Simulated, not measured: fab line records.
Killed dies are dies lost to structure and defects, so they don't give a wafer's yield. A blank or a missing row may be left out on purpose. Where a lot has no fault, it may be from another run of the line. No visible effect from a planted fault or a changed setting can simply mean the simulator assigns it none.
What tool caused it? ; flow sky130 ; 11 lots, 33 wafers sampled, at 3 steps of a route of 708

== WHAT EACH GAUGE READ, for each wafer ==
SKY_LI_CONTACT_BOW_MEAS_03. Usual: for LI_CONTACT_BOW the level is 56 um and the standard deviation is 7.1.
lot;measured;on;LI_CONTACT_BOW (um);flag
L909;day 29 20:00;film metro-04;51 51 59;
L910;day 30 00:28;film metro-03;51 54 48;
L913;day 30 15:42;film metro-03;55 41 66;
L916;day 30 17:26;film metro-04;58 48 60;
L918;day 30 19:03;film metro-04;59 67 50 - - -;
L919;day 30 23:23;film metro-02;71 48 60 - - -;
L922;day 36 07:04;film metro-02;59 49 66;
L927;day 36 20:30;film metro-03;60 51 50;
L928;day 37 00:35;film metro-03;60 50 60;
L931;day 37 04:23;film metro-02;66 60 64;
L930;day 37 06:48;film metro-04;63 52 49;

SKY_LI_CONTACT_OVL_MEAS_13. Usual: for LI_CONTACT_OVL the level is 0 nm and the standard deviation is 5.2.
lot;measured;on;LI_CONTACT_OVL (nm);flag
L909;day 31 00:13;overlay-01;-6 -5 -3;
L910;day 31 04:19;overlay-01;6 -2 3;
L913;day 31 19:43;overlay-02;-2 -4 1;
L916;day 31 20:48;overlay-02;8 2 1;
L918;day 31 22:44;overlay-02;-1 -9 -5;
L919;day 32 03:02;overlay-01;7 3 7;
L922;day 37 10:28;overlay-02;-6 -2 -3;
L927;day 37 23:31;overlay-02;10 11 2;
L928;day 38 03:46;overlay-02;-1 3 6;
L931;day 38 08:16;overlay-02;1 -1 -1;
L930;day 38 10:34;overlay-01;6 -1 2;

== WHICH TOOL RAN EACH LOT (tool, then ch and the chambers of the sampled wafers, then the start) ==
lot;SKY_LI_CONTACT_CMP_02
L909;cmp-02 ch 0,2,3, day 29 19:48
L910;cmp-01 ch 0,1,2, day 30 00:12
L913;cmp-02 ch 0,2,3, day 30 15:24
L916;cmp-01 ch 0,1,2, day 30 17:08
L918;cmp-02 ch 1,2,3, day 30 18:45
L919;cmp-02 ch 0,2,3, day 30 23:07
L922;cmp-02 ch 0,3, day 36 06:48
L927;cmp-02 ch 1,2,3, day 36 20:15
L928;cmp-02 ch 2,3, day 37 00:20
L931;cmp-02 ch 0,1,3, day 37 04:05
L930;cmp-02 ch 0,2,3, day 37 06:28
- SKY_LI_CONTACT_CMP_02: polishes PSG.

== WHAT THE TOOLS THEMSELVES READ (means of the sampled wafers that have a number; where no wafer has one, the mark that the record gives instead) ==
SKY_LI_CONTACT_CMP_02. Usual: motor current A 12.4 A, standard deviation 0.94; platen rpm 60.01 rpm, standard deviation 0.037; time to endpoint s 33 s, standard deviation 4.3.
lot;tool;motor current A (A);platen rpm (rpm);time to endpoint s (s);flag
L909;cmp-02;12.7;59.99;28;
L910;cmp-01;12.7;60.02;34;
L913;cmp-02;12.3;59.98;37;
L916;cmp-01;12.7;60.01;33;
L918;cmp-02;12.2;60.04;28;
L919;cmp-02;12.4;60.03;28;
L922;cmp-02;11.8;60.03;31;
L927;cmp-02;12.7;60.00;31;
L928;cmp-02;12.7;59.97;30;
L931;cmp-02;12.1;60.01;35;
L930;cmp-02;12.3;59.99;32;

== THE ANSWER, worked out from the rows above alone ==
Rule: a lot counts as off when the mean over its wafers that have a number is more than 3 standard deviations away from the usual mean. Also off: a lot with no number at a reading for which 4 or more lots have one. Where the step has rows for the other lots, those lots are counted as sound. After the gauges, taken in route order, come the tools' own readings; for these a lot's mean is taken, as printed above. The first step at which some lot is off is used, and at that step the reading that is off furthest; a lot without a number counts as furthest.
No lot is off on any of the readings shown, so nothing can be concluded from this.

== WHAT THE SIMULATOR PUT IN ==
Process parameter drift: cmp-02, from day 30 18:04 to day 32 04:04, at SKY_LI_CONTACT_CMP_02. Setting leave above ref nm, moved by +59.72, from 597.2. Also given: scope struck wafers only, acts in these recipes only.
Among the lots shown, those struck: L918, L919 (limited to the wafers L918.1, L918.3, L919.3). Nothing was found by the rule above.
